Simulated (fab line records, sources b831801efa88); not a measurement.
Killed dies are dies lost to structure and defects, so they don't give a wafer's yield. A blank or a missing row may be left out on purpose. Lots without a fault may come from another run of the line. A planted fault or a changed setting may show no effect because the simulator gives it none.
Which tool did it? | flow sky130 | 24 lots, 72 wafers sampled, at 2 steps of a route of 708

WHAT THE GAUGES READ, wafer by wafer
SKY_VIA2_BOW_MEAS_03.
lot  | measured     | on            | VIA2_BOW (um)
L074 | day 35 02:29 | film_metro-04 | 91 92 89
L075 | day 35 07:20 | film_metro-04 | 81 86 94
L076 | day 35 21:35 | film_metro-02 | 91 74 79
L077 | day 36 15:29 | film_metro-02 | 87 84 78
L078 | day 36 16:18 | film_metro-03 | 88 87 94
L080 | day 36 22:43 | film_metro-03 | 93 76 86
L079 | day 37 00:26 | film_metro-03 | 74 88 79
L081 | day 37 08:32 | film_metro-02 | 71 81 75
L082 | day 38 07:26 | film_metro-03 | 96 96 92
L084 | day 38 09:16 | film_metro-04 | 84 86 90
L083 | day 38 15:31 | film_metro-03 | 91 88 80
L085 | day 38 22:49 | film_metro-04 | 95 74 92
L086 | day 38 23:56 | film_metro-02 | 91 81 90
L087 | day 39 10:37 | film_metro-04 | 84 100 90
L088 | day 39 16:58 | film_metro-04 | 89 90 97
L089 | day 39 21:16 | film_metro-02 | 89 70 75
L090 | day 40 01:50 | film_metro-03 | 85 85 86
L091 | day 40 13:25 | film_metro-02 | 89 86 88
L092 | day 40 21:01 | film_metro-04 | 95 79 81
L094 | day 41 04:56 | film_metro-02 | 85 90 94
L095 | day 41 12:28 | film_metro-02 | 81 84 90
L093 | day 41 11:46 | film_metro-02 | 93 85 88
L096 | day 41 17:59 | film_metro-02 | 88 89 86
L097 | day 42 00:53 | film_metro-02 | 77 86 83

WHICH TOOL RAN EACH LOT (tool, then ch and the chambers of the sampled wafers, then the start)
lot  | SKY_VIA1_ETCH_15
L074 | rie_diel-04 ch 1,2,3, day 33 20:58
L075 | rie_diel-04 ch 1,2,3, day 34 03:08
L076 | rie_diel-04 ch 1,2,3, day 34 16:50
L077 | rie_diel-03 ch 0,2,3, day 35 09:53
L078 | rie_diel-03 ch 0,2, day 35 11:25
L080 | rie_diel-04 ch 0,2,3, day 35 17:22
L079 | rie_diel-04 ch 0,1,2, day 35 18:49
L081 | rie_diel-03 ch 0,1, day 36 03:01
L082 | rie_diel-01 ch 1,2,3, day 37 02:20
L084 | rie_diel-01 ch 0,1,3, day 37 05:04
L083 | rie_diel-04 ch 1,2, day 37 10:20
L085 | rie_diel-04 ch 2,3, day 37 18:25
L086 | rie_diel-04 ch 0,1,2, day 37 19:28
L087 | rie_diel-01 ch 0,2,3, day 38 06:17
L088 | rie_diel-01 ch 0,1,2, day 38 13:19
L089 | rie_diel-03 ch 0,1,3, day 38 16:55
L090 | rie_diel-03 ch 1,2,3, day 38 22:07
L091 | rie_diel-01 ch 0,1, day 39 09:25
L092 | rie_diel-03 ch 0,1,3, day 39 17:43
L094 | rie_diel-04 ch 0,2,3, day 40 01:40
L095 | rie_diel-01 ch 0,1,3, day 40 08:40
L093 | rie_diel-04 ch 1,3, day 40 08:44
L096 | rie_diel-04 ch 0,1,2, day 40 15:04
L097 | rie_diel-01 ch 0,3, day 40 22:10
- SKY_VIA1_ETCH_15: etches SiO2 in C4F8/O2/Ar, stops on TiN, target depth 351 nm, time 54 s.

WHAT THE TOOLS THEMSELVES READ (means of the sampled wafers that have a number; where no wafer has one, the mark that the record gives instead)
SKY_VIA1_ETCH_15.
lot  | tool        | chamber_pressure_mTorr (mTorr) | oes_product_au (a.u.)
L074 | rie_diel-04 | 40.02                          | 0.981
L075 | rie_diel-04 | 40.02                          | 0.983
L076 | rie_diel-04 | 40.01                          | 0.986
L077 | rie_diel-03 | 40.04                          | 0.980
L078 | rie_diel-03 | 39.99                          | 0.977
L080 | rie_diel-04 | 39.96                          | 0.975
L079 | rie_diel-04 | 40.01                          | 0.977
L081 | rie_diel-03 | 39.99                          | 0.975
L082 | rie_diel-01 | 40.02                          | 0.982
L084 | rie_diel-01 | 40.02                          | 0.983
L083 | rie_diel-04 | 39.97                          | 0.983
L085 | rie_diel-04 | 40.02                          | 0.982
L086 | rie_diel-04 | 40.00                          | 0.975
L087 | rie_diel-01 | 39.98                          | 0.977
L088 | rie_diel-01 | 40.00                          | 0.982
L089 | rie_diel-03 | 39.98                          | 0.980
L090 | rie_diel-03 | 39.98                          | 0.979
L091 | rie_diel-01 | 40.02                          | 0.986
L092 | rie_diel-03 | 40.01                          | 0.977
L094 | rie_diel-04 | 39.98                          | 0.982
L095 | rie_diel-01 | 39.98                          | 0.983
L093 | rie_diel-04 | 40.02                          | 0.983
L096 | rie_diel-04 | 40.01                          | 0.975
L097 | rie_diel-01 | 40.00                          | 0.987

THE ANSWER, worked out from the rows above alone
Rule: what is usual is taken from the lots themselves. Put in order of their means at a reading, lots are off if they are a third of the lots or fewer, leave a main group of 4 or more, and stand apart from it by a gap of 3 or more times the standard deviation of the main group's means; of several such gaps the widest counts. A main group whose means are all the same, to the digits that the tables above print for the reading, isn't used. A lot without any number at a reading at which 4 lots or more have one is off too. The other lots that the step has rows for count as sound. The gauges are gone through in route order, then the tools' own readings, and for those a lot's mean is taken as printed above. The first step at which some lot is off is used, and at that step the reading that is off furthest; a lot without a number counts as furthest.
No lot is off at any reading shown: from this, nothing can be told.

WHAT THE SIMULATOR HAD PUT IN
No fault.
